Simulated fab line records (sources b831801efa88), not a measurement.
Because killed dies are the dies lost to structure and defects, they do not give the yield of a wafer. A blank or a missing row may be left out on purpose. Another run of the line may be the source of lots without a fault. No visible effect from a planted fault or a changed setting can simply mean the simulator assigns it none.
What tool caused it?	flow gf180mcu	Sampling: 14 lots, 42 wafers, 4 of 602 route steps

== WHAT THE GAUGES SHOWED, per wafer ==
GF_STI_THK_MEAS_04. Usual: STI_CVD_03_THK 207.4 nm, standard deviation 2.1.
lot	measured	on	STI_CVD_03_THK (nm)	flag
L600	day 1 18:34	film-metro-02	207.9 209.0 208.3	
L601	day 1 23:35	film-metro-04	206.4 206.4 207.5	
L604	day 2 16:00	film-metro-04	208.3 205.8 207.1	
L605	day 2 20:02	film-metro-04	207.5 207.5 207.5	
L606	day 3 01:58	film-metro-04	205.3 207.4 203.5	
L608	day 3 10:59	film-metro-02	205.7 206.0 206.0	
L609	day 3 16:53	film-metro-01	207.6 206.1 205.6	
L610	day 3 20:35	film-metro-02	211.1 209.1 209.2	
L611	day 4 02:29	film-metro-01	209.3 210.2 210.2	
L612	day 4 06:35	film-metro-01	207.7 206.1 208.0	
L613	day 4 11:35	film-metro-04	206.6 205.8 206.7	
L614	day 4 16:52	film-metro-01	208.1 207.5 206.6	
L615	day 4 21:34	film-metro-02	208.2 208.8 208.7	
L619	day 5 20:23	film-metro-04	209.2 210.2 209.8	

GF_MVSD_OVL_MEAS_07. Usual: MVSD_OVL 0.0 nm, standard deviation 1.2.
lot	measured	on	MVSD_OVL (nm)	flag
L600	day 4 17:13	overlay-01	0.3 1.6 -1.1	
L601	day 4 23:43	overlay-02	0.9 1.1 -1.4	
L604	day 5 15:46	overlay-02	-0.4 -2.6 -1.6	
L605	day 5 21:34	overlay-01	-0.2 -0.4 0.3	
L606	day 6 05:40	overlay-02	0.2 -0.6 -1.4	
L608	day 6 17:20	overlay-01	-0.4 0.4 2.5	
L609	day 6 20:37	overlay-01	1.0 -0.8 0.7	
L610	day 7 00:50	overlay-02	0.7 -0.9 -0.2	
L611	day 7 09:14	overlay-02	0.3 1.2 -0.8	
L612	day 7 14:07	overlay-01	2.5 2.4 1.3	
L613	day 7 19:17	overlay-02	-0.8 0.0 -1.5	
L614	day 8 04:40	overlay-01	3.9 0.5 0.9	
L615	day 8 10:10	overlay-01	0.6 1.0 -0.3	
L619	day 9 07:38	overlay-01	-1.0 -1.2 -1.8	

== TOOL THAT RAN EACH LOT (tool first, then ch and the chambers of the sampled wafers, then the start) ==
lot	GF_STI_STRIP_15	GF_NWELL_IMPLANT_09
L600	plasma-asher-04 ch 0,1, day 2 06:14	implanter-04 ch 0, day 3 14:36
L601	plasma-asher-01 ch 0,1, day 2 11:24	implanter-03 ch 0, day 3 20:39
L604	plasma-asher-03 ch 1, day 3 04:24	implanter-03 ch 0, day 4 10:41
L605	plasma-asher-01 ch 0,1, day 3 09:02	implanter-02 ch 0, day 4 16:22
L606	plasma-asher-01 ch 0, day 3 15:15	implanter-04 ch 0, day 5 00:14
L608	plasma-asher-03 ch 0,1, day 3 23:57	implanter-04 ch 0, day 5 10:43
L609	plasma-asher-04 ch 0,1, day 4 05:58	implanter-02 ch 0, day 5 15:04
L610	plasma-asher-03 ch 0,1, day 4 09:18	implanter-02 ch 0, day 5 17:40
L611	plasma-asher-01 ch 0,1, day 4 16:09	implanter-03 ch 0, day 6 01:15
L612	plasma-asher-03 ch 0, day 4 20:32	implanter-03 ch 0, day 6 06:56
L613	plasma-asher-04 ch 0,1, day 5 01:37	implanter-03 ch 0, day 6 12:13
L614	plasma-asher-04 ch 0,1, day 5 07:08	implanter-03 ch 0, day 6 20:16
L615	plasma-asher-03 ch 0, day 5 11:35	implanter-03 ch 0, day 7 02:49
L619	plasma-asher-04 ch 0,1, day 6 10:57	implanter-04 ch 0, day 7 22:31
- GF_STI_STRIP_15: strips in O2/N2.
- GF_NWELL_IMPLANT_09

== WHAT THE TOOLS THEMSELVES READ (means of the sampled wafers that have a number; where no wafer has one, the mark that the record gives instead) ==
GF_STI_STRIP_15. Usual: drypump-motor-current-A 5.36 A, standard deviation 0.28; heater-power-w 347 W, standard deviation 46; oes-product-au 0.384 a.u., standard deviation 0.0046; strip-time-to-endpoint-s 3.73 s, standard deviation 0.034.
lot	tool	drypump-motor-current-A (A)	heater-power-w (W)	oes-product-au (a.u.)	strip-time-to-endpoint-s (s)	flag
L600	plasma-asher-04	5.35	336	0.381	3.71	
L601	plasma-asher-01	5.29	347	0.389	3.74	
L604	plasma-asher-03	5.64	288	0.379	3.72	
L605	plasma-asher-01	5.33	352	0.385	3.77	
L606	plasma-asher-01	5.37	350	0.382	3.71	
L608	plasma-asher-03	5.52	380	0.388	3.76	
L609	plasma-asher-04	5.33	337	0.382	3.71	
L610	plasma-asher-03	5.52	378	0.383	3.72	
L611	plasma-asher-01	5.26	354	0.382	3.71	
L612	plasma-asher-03	5.44	426	0.382	3.72	
L613	plasma-asher-04	5.36	337	0.382	3.73	
L614	plasma-asher-04	5.09	331	0.383	3.72	
L615	plasma-asher-03	5.47	431	0.384	3.71	
L619	plasma-asher-04	5.09	332	0.382	3.71	

GF_NWELL_IMPLANT_09. Usual: beam-energy-keV 159.99, standard deviation 0.055; beam-on-s 10.00 s, standard deviation 0.19.
lot	tool	beam-energy-keV	beam-on-s (s)	flag
L600	implanter-04	160.00	10.14	
L601	implanter-03	160.01	9.97	
L604	implanter-03	159.97	10.08	
L605	implanter-02	160.09	10.11	
L606	implanter-04	159.97	9.96	
L608	implanter-04	159.97	9.94	
L609	implanter-02	160.04	10.04	
L610	implanter-02	160.05	9.96	
L611	implanter-03	160.00	10.08	
L612	implanter-03	159.94	10.13	
L613	implanter-03	169.74	10.24	OFF
L614	implanter-03	169.74	9.88	OFF
L615	implanter-03	169.72	9.86	OFF
L619	implanter-04	159.98	10.01	

== THE ANSWER, worked out from the rows above alone ==
Rule: lot off if the mean of its wafers having a number is beyond 3 standard deviations from the usual mean. A lot without any number at a reading at which 4 lots or more have one is off too. Any other lot the step has rows for is counted as sound. Order of review: gauges by route order, followed by the tools' own readings, for which a lot's mean as printed above is used. At the first step where some lot is off, the reading lying furthest off is the one used; lots without a number count as furthest.
Off, at GF_NWELL_IMPLANT_09 on beam-energy-keV: L613, L614, L615.
A tool fits if, at that step or a process step before it, it ran every lot that is off, and no sound lot after the first of them. One candidate fits, namely implanter-03 at GF_NWELL_IMPLANT_09. A fault onset in the window from L612 (day 6 06:56, its last sound lot) to L613 (day 6 12:13, its first lot off) fits.
The tool's own readings at GF_NWELL_IMPLANT_09 bear it out: on the lots that are off they differ by more than 5 times the standard deviation of the sound lots' means. beam-energy-keV reads 169.73 there against 160.00 on the sound lots.

== WHAT THE SIMULATOR PUT IN ==
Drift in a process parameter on implanter-03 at GF_NWELL_IMPLANT_09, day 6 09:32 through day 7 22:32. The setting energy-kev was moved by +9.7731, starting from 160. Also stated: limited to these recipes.
Lots struck among those shown: L613, L614, L615. This agrees with what the rule above found.
